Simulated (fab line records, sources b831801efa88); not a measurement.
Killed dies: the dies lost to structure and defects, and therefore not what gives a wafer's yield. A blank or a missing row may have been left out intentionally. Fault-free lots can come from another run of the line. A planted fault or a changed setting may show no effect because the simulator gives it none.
fab line records -- flow sky130
record: lots: 6, wafers: 18, lastDay: 50
route steps=708 shown LDD_N@239 PAD_OPEN@708
lots that met no fault: from a run of the same line without faults
startH: start of the lot's first displayed wafer, in hours after the record's first day -- waitH: hours from the lot's prior step to this one -- " repeats the value in the row above -- L1.1+2: a row that stands for several wafers -- - value missing, or start not given -- * or withheld: withheld -- < > ~ a bound
route shown NAME@n: NAME is a module with steps in the file, n the number in the route of the first one -- usual: mean/standard deviation of fault-free wafers -- same: alike in all rows -- chamber/n: place in a boat -- sites: each site's reading -- _std_site: standard deviation of those values -- _edge_site: mean of outer sites minus mean of inner sites -- radiusMm: for every site, how far away it sits from the centre of the wafer -- mask NAME#n: copy n -- behind: the tool/chamber that last shaped the wafer -- hold: cause of the lot's hold/its duration in hours/its outcome -- device: transistor that didn't switch, given as n, p or np -- end of line: the tests these same wafers got at the end of their route -- for a step that has no rows: nothing shown but its recipe -- killed: not the wafer's yield, but the dies lost to structure and defects at the first sort -- map: a wafer's dies, marking killed ones x, the rest . and places with no die _
set.NAME: the setting that was run; set.NAME@STEP: the one run at that earlier step -- model.NAME: the simulator's own value behind a step, which no gauge read
lots at selected steps of the route; one table per step, one row per wafer
services: from which hour (startH, from the record's first day; less than 0 if before it) a tool's chamber was out of use, for how many hours, and why
== steps ==
step: SKY_LDD_N_COAT_02
recipe: resist: NOVOLAK, spinRpm: 3000, resistThkNm: 300
step: SKY_LDD_N_SOFTBAKE_03
recipe: tempC: 90, timeS: 60, resist: NOVOLAK
step: SKY_LDD_N_EXPOSE_04
recipe: maskId: NTM, targetCdNm: 840, na: 0.6, sourceShape: conventional, sigmaOuter: 0.6, doseMj: 110
step: SKY_LDD_N_PEB_05
recipe: tempC: withheld, timeS: *, resist: NOVOLAK
step: SKY_LDD_N_DEVELOP_06
recipe: developTimeS: 60, devTempC: 23
step: SKY_LDD_N_OVL_MEAS_07
usual: LDD_N_OVL: -0.2/1.5
lot.wafer,tool,chamber,startH,waitH,LDD_N_OVL[nm]
L186.2,overlay-01,-,418.54,0.1,1.0
L186.3,overlay-01,-,418.54,0.1,0.7
L186.6,overlay-01,-,418.54,0.1,0.2
L188.1,overlay-02,-,440.24,0.1,-1.9
L188.2,overlay-02,-,440.24,0.1,-3.8
L188.5,overlay-02,-,440.24,0.1,-0.7
L195.1,overlay-01,-,500.44,0.1,1.5
L195.4,overlay-01,-,500.44,0.1,-1.5
L195.5,overlay-01,-,500.44,0.1,-1.2
L197.1,overlay-02,-,525.74,0.1,-3.3
L197.3,overlay-02,-,525.74,0.1,1.1
L197.4,overlay-02,-,525.74,0.1,-0.8
L203.2,overlay-02,-,571.69,0.1,-1.9
L203.3,overlay-02,-,571.69,0.1,-2.0
L203.6,overlay-02,-,571.69,0.1,-3.6
L206.1,overlay-01,-,592.54,0.1,-0.7
L206.2,overlay-01,-,592.54,0.1,-1.6
L206.6,overlay-01,-,592.54,0.1,0.1
step: SKY_LDD_N_IMPLANT_08
recipe: species: As, energyKev: 20, doseCm2: 7.5e+13, tiltDeg: withheld, rotationDeg: 23
step: SKY_LDD_N_IMPLANT_09
recipe: species: As, energyKev: 20, doseCm2: 7.5e+13, tiltDeg: withheld, rotationDeg: 113
step: SKY_LDD_N_IMPLANT_10
recipe: species: As, energyKev: 20, doseCm2: 7.5e+13, tiltDeg: withheld, rotationDeg: 203
step: SKY_LDD_N_IMPLANT_11
recipe: species: As, energyKev: 20, doseCm2: 7.5e+13, tiltDeg: withheld, rotationDeg: 293
step: SKY_LDD_N_IMPLANT_12
recipe: species: BF2, energyKev: 50, doseCm2: 5e+12, tiltDeg: 30, rotationDeg: 0
step: SKY_LDD_N_IMPLANT_13
recipe: species: BF2, energyKev: 50, doseCm2: 5e+12, tiltDeg: 30, rotationDeg: 90
step: SKY_LDD_N_IMPLANT_14
recipe: species: BF2, energyKev: 50, doseCm2: 5e+12, tiltDeg: 30, rotationDeg: 180
usual: beamEnergyKeV: 49.998/0.013, doseIonsCm2: 4.999e+12/5.7e+09, faradayCurrentUA: 28.2/0.57
lot.wafer,tool,chamber,startH,waitH,beamEnergyKeV,doseIonsCm2,faradayCurrentUA
L186.2,implanter-03,0,419.50,0.1,50.020,5.005e+12,27.4
L186.3,implanter-03,0,419.50,0.1,49.986,4.999e+12,28.9
L186.6,implanter-03,0,419.50,0.1,50.000,5.008e+12,27.6
L188.1,implanter-03,0,441.18,0.1,50.002,5.003e+12,28.8
L188.2,implanter-03,0,441.18,0.1,49.995,5.004e+12,28.3
L188.5,implanter-03,0,441.18,0.1,50.010,4.989e+12,27.9
L195.1,implanter-03,0,501.38,0.1,49.995,3.6727e+13,203.6
L195.4,implanter-03,0,501.38,0.1,49.990,3.6718e+13,208.6
L195.5,implanter-03,0,501.38,0.1,49.981,3.6727e+13,207.0
L197.1,implanter-03,0,526.68,0.1,50.002,3.6727e+13,199.7
L197.3,implanter-03,0,526.68,0.1,50.021,3.6725e+13,208.7
L197.4,implanter-03,0,526.68,0.1,50.019,3.6726e+13,206.7
L203.2,implanter-01,0,572.65,0.1,50.020,4.998e+12,27.5
L203.3,implanter-01,0,572.65,0.1,50.007,4.992e+12,28.0
L203.6,implanter-01,0,572.65,0.1,50.009,5.007e+12,28.5
L206.1,implanter-03,0,593.47,0.1,49.981,4.994e+12,27.8
L206.2,implanter-03,0,593.47,0.1,50.009,4.991e+12,28.1
L206.6,implanter-03,0,593.47,0.1,49.995,5.005e+12,27.5
step: SKY_LDD_N_IMPLANT_15
recipe: species: BF2, energyKev: 50, doseCm2: 5e+12, tiltDeg: 30, rotationDeg: 270
step: SKY_LDD_N_STRIP_16
recipe: chemistry: O2/N2, powerW: 1400, pressureMtorr: 1500, platenTempC: withheld, o2FlowSccm: 3000, n2FlowSccm: 300, overashFraction: 0.5
usual: drypumpMotorCurrentA: 5.8/0.51, o2FlowSccm: 3001/7.7, oesProductAu: 0.407/0.0046, stripTimeToEndpointS: 4.315/0.015
lot.wafer,tool,chamber,startH,waitH,drypumpMotorCurrentA,o2FlowSccm,oesProductAu,rfHoursCounterH,stripTimeToEndpointS
L186.2,plasmaAsher-02,1,419.77,0.1,5.1,3007,0.408,72,4.320
L186.3,plasmaAsher-02,0,419.77,0.1,6.4,3004,0.404,-,4.311
L186.6,plasmaAsher-02,1,419.77,0.1,5.0,3008,0.411,-,4.331
L188.1,plasmaAsher-03,1,441.48,0.1,5.9,3006,0.413,1,4.316
L188.2,plasmaAsher-03,0,441.48,0.1,5.7,2996,0.410,1,4.315
L188.5,plasmaAsher-03,1,441.48,0.1,5.9,2999,0.407,-,4.323
L195.1,plasmaAsher-01,0,501.68,0.1,6.1,3000,0.395,69,4.412
L195.4,plasmaAsher-01,1,501.68,0.1,5.9,3002,0.400,-,4.406
L195.5,plasmaAsher-01,1,501.68,0.1,6.0,3007,0.410,-,4.441
L197.1,plasmaAsher-02,1,526.98,0.1,5.1,3001,0.409,84,4.404
L197.3,plasmaAsher-02,0,526.98,0.1,6.4,3005,0.405,-,4.387
L197.4,plasmaAsher-02,1,526.98,0.1,5.1,2996,0.403,-,4.399
L203.2,plasmaAsher-02,1,572.92,0.1,5.1,2987,0.402,89,4.323
L203.3,plasmaAsher-02,0,572.92,0.1,6.4,3000,0.403,-,4.329
L203.6,plasmaAsher-02,0,572.92,0.1,6.4,2999,0.415,-,4.330
L206.1,plasmaAsher-02,1,593.77,0.1,5.0,2996,0.407,91,4.318
L206.2,plasmaAsher-02,0,593.77,0.1,6.4,3010,0.408,91,4.318
L206.6,plasmaAsher-02,0,593.77,0.1,6.4,3005,0.410,-,4.325
step: SKY_LDD_N_TW_MEAS_17
usual: LDD_N_TW: 2573/23
lot.wafer,tool,chamber,startH,waitH,LDD_N_TW
L186.2,filmMetro-01,-,419.88,0.1,2591
L186.3,filmMetro-01,-,419.88,0.1,2576
L186.6,filmMetro-01,-,419.88,0.1,2574
L188.1,filmMetro-04,-,441.58,0.1,2553
L188.2,filmMetro-04,-,441.58,0.1,2533
L188.5,filmMetro-04,-,441.58,0.1,2555
L195.1,filmMetro-01,-,501.78,0.1,2631
L195.4,filmMetro-01,-,501.78,0.1,2635
L195.5,filmMetro-01,-,501.78,0.1,2626
L197.1,filmMetro-01,-,527.08,0.1,2648
L197.3,filmMetro-01,-,527.08,0.1,2653
L197.4,filmMetro-01,-,527.08,0.1,2647
L203.2,filmMetro-01,-,573.03,0.1,2604
L203.3,filmMetro-01,-,573.03,0.1,2607
L203.6,filmMetro-01,-,573.03,0.1,2606
L206.1,filmMetro-04,-,593.87,0.1,2546
L206.2,filmMetro-04,-,593.87,0.1,2558
L206.6,filmMetro-04,-,593.87,0.1,2549
step: SKY_PAD_OPEN_PROBE_99
usual: killed_at_M0_to_M3: 43/6.7, killed_at_M4_up: 3.2/1.8, killedAtContacts: 24/4.8, killedAtFrontEnd: 16/4.2, killedAtOther: 0.3/0.56, killedDies: 86/8.5, killedOpen: 47/6.7, killedShort: 39/6
same: grossDies: 492, killedAtBackSide: 0
lot.wafer,tool,chamber,startH,waitH,killed_at_M0_to_M3,killed_at_M4_up,killedAtContacts,killedAtFrontEnd,killedAtOther,killedDies,killedOpen,killedShort,model.etest.nfet_01v8.rOnOhmUm,model.etest.nfet_01v8_lvt.driveUaUm,model.etest.nfet_01v8.driveUaUm,model.etest.nfet_01v8_swapped.driveUaUm,model.etest.sramNfetPass.driveUaUm,model.etest.nfet_01v8_turned.driveUaUm,model.etest.tipN.rsOhmSq,model.etest.ring_1v8.delayPs
L186.2,prober-01,-,1084.11,0.1,38,2,25,19,0,84,45,38,805.8,588.8,522.8,515.1,516.7,519.2,442,20.4
L186.3,prober-01,-,1084.16,0.2,42,5,26,13,1,87,61,26,819.3,579.1,507.4,510.4,484.1,507.3,443.3,20.76
L186.6,prober-01,-,1084.31,0.2,35,4,22,16,0,77,33,41,824.3,585.9,513.3,515,492.7,509,444.7,20.96
L188.1,prober-01,-,1099.44,0.1,26,3,24,12,0,65,35,30,847.2,576.3,504.1,505.7,495.3,508.7,445,21.64
L188.2,prober-01,-,1099.49,0.1,52,2,24,18,0,96,62,34,845.6,566,496.2,502.8,499.6,496.8,442.8,21.93
L188.5,prober-01,-,1099.64,0.2,49,0,23,10,0,82,44,38,844.6,574.5,498.1,497.9,475.1,498.8,438.6,21.91
L195.1,prober-02,-,1138.45,0.1,38,4,33,18,0,93,56,36,1046,360.4,324,333.2,318.4,417.3,499.9,26.08
L195.4,prober-02,-,1138.60,0.2,49,3,24,19,2,97,51,44,1014,374.1,338.5,347.4,324.5,425.2,498.6,25.2
L195.5,prober-02,-,1138.65,0.2,41,3,36,15,0,95,60,35,1035,364.6,332.6,341.7,311,421.6,498.9,25.87
L197.1,prober-02,-,1151.95,0.1,28,6,29,11,0,74,49,25,1059,357.1,322.6,328.2,316.1,411.6,497.7,26.16
L197.3,prober-02,-,1152.05,0.2,43,0,25,19,0,87,57,30,1084,343,311.4,311.8,291.8,400.7,505,26.2
L197.4,prober-02,-,1152.10,0.2,43,4,27,14,0,88,49,39,1086,344.4,314.4,318.8,304.3,403.2,500.4,26.47
L203.2,prober-02,-,1178.81,0.1,37,5,19,22,0,83,47,36,837,570.1,501.4,497.2,480.8,498.5,445.2,21.14
L203.3,prober-02,-,1178.86,0.2,43,1,23,21,0,88,44,44,865.3,557.1,485.1,490.1,475.1,487.4,446.5,21.86
L203.6,prober-02,-,1179.01,0.2,38,3,20,16,0,77,44,33,862.5,547.5,477.8,480.6,458.7,482.7,440.5,21.22
L206.1,prober-01,-,1193.86,0.1,43,3,21,12,0,79,38,41,834.4,565.7,502.7,497.1,481.9,497,444.5,20.92
L206.2,prober-01,-,1193.91,0.1,41,4,23,17,1,86,53,33,837.5,572.6,498.4,502.4,505.9,496.1,438.2,21.14
L206.6,prober-01,-,1194.11,0.2,45,3,26,11,0,85,38,47,824,579.7,503.6,505.7,511.7,505.5,446.7,21.04
killed by level:class
L186.2 CONTACT:geometricParticle:open=13 VIA1:geometricParticle:open=10 METAL2:geometricParticle:short=7 FIELD_ISO:geometricParticle:open=5 FIELD_ISO:geometricParticle:short=4 POLY_GATE:geometricParticle:open=4 CONTACT:geometricParticle:short=4 VIA3:geometricParticle:open=4
L186.3 CONTACT:geometricParticle:open=13 VIA1:geometricParticle:open=11 VIA2:geometricParticle:open=10 LI_CONTACT:geometricParticle:open=7 POLY_GATE:geometricParticle:open=5 POLY_GATE:geometricParticle:short=5 VIA3:geometricParticle:open=4 METAL4:geometricParticle:short=4
L186.6 VIA2:geometricParticle:open=8 LI_CONTACT:geometricParticle:short=5 LOCAL_INTERCONNECT:geometricParticle:short=5 CONTACT:geometricParticle:short=5 METAL2:geometricParticle:short=5 POLY_GATE:geometricParticle:short=4 CONTACT:geometricParticle:open=4 VIA1:geometricParticle:open=4
L188.1 CONTACT:geometricParticle:open=10 CONTACT:geometricParticle:short=7 VIA3:geometricParticle:open=7 VIA1:geometricParticle:open=5 FIELD_ISO:geometricParticle:short=4 LI_CONTACT:geometricParticle:open=4 METAL3:geometricParticle:short=4 POLY_GATE:geometricParticle:open=3
L188.2 VIA3:geometricParticle:open=14 VIA1:geometricParticle:open=14 LI_CONTACT:geometricParticle:open=11 CONTACT:geometricParticle:open=7 FIELD_ISO:geometricParticle:open=6 VIA2:geometricParticle:open=5 METAL2:geometricParticle:short=5 FIELD_ISO:geometricParticle:short=4
L188.5 VIA3:geometricParticle:open=10 VIA1:geometricParticle:open=8 LI_CONTACT:geometricParticle:open=7 CONTACT:geometricParticle:open=6 METAL1:geometricParticle:short=5 VIA1:geometricParticle:short=5 METAL2:geometricParticle:short=5 VIA2:geometricParticle:open=5
L195.1 CONTACT:geometricParticle:open=16 LI_CONTACT:geometricParticle:open=9 VIA2:geometricParticle:open=8 POLY_GATE:geometricParticle:short=5 VIA1:geometricParticle:open=5 METAL1:geometricParticle:short=5 METAL2:geometricParticle:short=5 VIA3:geometricParticle:open=5
L195.4 VIA1:geometricParticle:open=15 METAL1:geometricParticle:short=10 CONTACT:geometricParticle:open=8 METAL2:geometricParticle:short=7 VIA2:geometricParticle:open=6 LI_CONTACT:geometricParticle:open=5 POLY_GATE:geometricParticle:short=5 FIELD_ISO:geometricParticle:open=4
L195.5 CONTACT:geometricParticle:open=15 LI_CONTACT:geometricParticle:open=11 VIA1:geometricParticle:open=8 POLY_GATE:geometricParticle:open=7 CONTACT:geometricParticle:short=7 METAL2:geometricParticle:short=7 VIA3:geometricParticle:open=7 METAL2:geometricParticle:open=4
L197.1 CONTACT:geometricParticle:open=15 VIA1:geometricParticle:open=10 LI_CONTACT:geometricParticle:open=7 METAL4:geometricParticle:short=6 LI_CONTACT:geometricParticle:short=4 FIELD_ISO:geometricParticle:short=3 POLY_GATE:geometricParticle:open=3 METAL1:geometricParticle:open=3
L197.3 VIA1:geometricParticle:open=14 CONTACT:geometricParticle:open=10 VIA3:geometricParticle:open=8 FIELD_ISO:geometricParticle:short=5 LI_CONTACT:geometricParticle:open=5 POLY_GATE:geometricParticle:open=5 VIA2:geometricParticle:open=5 FIELD_ISO:geometricParticle:open=4
L197.4 VIA1:geometricParticle:open=13 LI_CONTACT:geometricParticle:open=9 CONTACT:geometricParticle:open=8 METAL2:geometricParticle:short=7 VIA2:geometricParticle:open=7 POLY_GATE:geometricParticle:short=6 METAL1:geometricParticle:short=5 CONTACT:geometricParticle:short=4
L203.2 VIA1:geometricParticle:open=10 FIELD_ISO:geometricParticle:open=6 CONTACT:geometricParticle:open=6 POLY_GATE:geometricParticle:open=5 METAL1:geometricParticle:short=5 VIA2:geometricParticle:open=5 LI_CONTACT:geometricParticle:short=4 LI_CONTACT:geometricParticle:open=4
L203.3 CONTACT:geometricParticle:open=9 VIA3:geometricParticle:open=8 FIELD_ISO:geometricParticle:short=7 LI_CONTACT:geometricParticle:open=7 METAL2:geometricParticle:short=7 POLY_GATE:geometricParticle:short=5 VIA1:geometricParticle:open=5 VIA3:geometricParticle:short=5
L203.6 VIA1:geometricParticle:open=9 VIA3:geometricParticle:open=6 LI_CONTACT:geometricParticle:open=6 CONTACT:geometricParticle:open=6 VIA1:geometricParticle:short=6 FIELD_ISO:geometricParticle:short=5 FIELD_ISO:geometricParticle:open=5 METAL1:geometricParticle:short=5
L206.1 VIA1:geometricParticle:open=14 METAL1:geometricParticle:short=9 LI_CONTACT:geometricParticle:open=7 METAL2:geometricParticle:short=5 POLY_GATE:geometricParticle:short=5 LOCAL_INTERCONNECT:geometricParticle:short=5 CONTACT:geometricParticle:open=5 VIA2:geometricParticle:short=4
L206.2 VIA1:geometricParticle:open=9 VIA2:geometricParticle:open=7 VIA3:geometricParticle:open=7 CONTACT:geometricParticle:open=6 FIELD_ISO:geometricParticle:open=5 LI_CONTACT:geometricParticle:open=5 LOCAL_INTERCONNECT:geometricParticle:short=5 CONTACT:geometricParticle:short=4
L206.6 VIA1:geometricParticle:open=12 VIA1:geometricParticle:short=10 LOCAL_INTERCONNECT:geometricParticle:short=10 LI_CONTACT:geometricParticle:open=7 CONTACT:geometricParticle:open=6 METAL2:geometricParticle:short=5 POLY_GATE:geometricParticle:open=4 METAL3:geometricParticle:short=4
== services ==
tool,chamber,startH,hours,kind
plasmaAsher-03,-,421.25,9.0,pm
plasmaAsher-03,0,421.25,9.0,ventCycle
plasmaAsher-03,1,421.25,9.0,ventCycle
plasmaAsher-01,-,424.96,1.7,repair
plasmaAsher-03,0,430.25,-,clean
plasmaAsher-03,1,430.25,-,clean
implanter-01,-,479.53,5.8,repair
plasmaAsher-03,-,482.90,1.2,repair
plasmaAsher-03,-,491.84,14.6,pm
implanter-01,-,524.27,4.0,pm
implanter-01,-,551.87,19.2,repair
implanter-01,-,557.26,2.1,repair
implanter-03,-,559.31,5.7,repair
plasmaAsher-01,-,567.07,2.4,repair
== key ==
firstSign: step: SKY_LDD_N_IMPLANT_14, reading: doseIonsCm2, direction: up, sigmas: 99+, usual: *, struck: *
effect: step: SKY_LDD_N_IMPLANT_14, reading: faradayCurrentUA, direction: up, sigmas: 99+, usual: 28.2, struck: 205.7
effect: step: SKY_LDD_N_STRIP_16, reading: stripTimeToEndpointS, direction: up, sigmas: 6.1, usual: *, struck: *
modelEffect: step: SKY_PAD_OPEN_PROBE_99, value: etest.nfet_01v8.rOnOhmUm, without: 828.1, struck: 1054
metAt SKY_LDD_N_IMPLANT_14
struckWafers L195.1,L195.4,L195.5,L197.1,L197.3,L197.4
testerLeftOut L195,L197
onsetBetween 441.18 501.38
fault: kind: processParameterDrift, tool: implanter-03, chamber: -, onsetH: 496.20, steps: SKY_LDD_N_IMPLANT_14, channel: doseCm2, offset: *, shape: step, endH: 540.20, actsIn: *, stated: *
testerLeftOut: of these lots the tester's yield and bins aren't shown, on N5 and GAA mostly nor the transistor test; their killed dies are dies lost to structure and defects alone, not to doping, threshold or leakage, so they don't give the yield
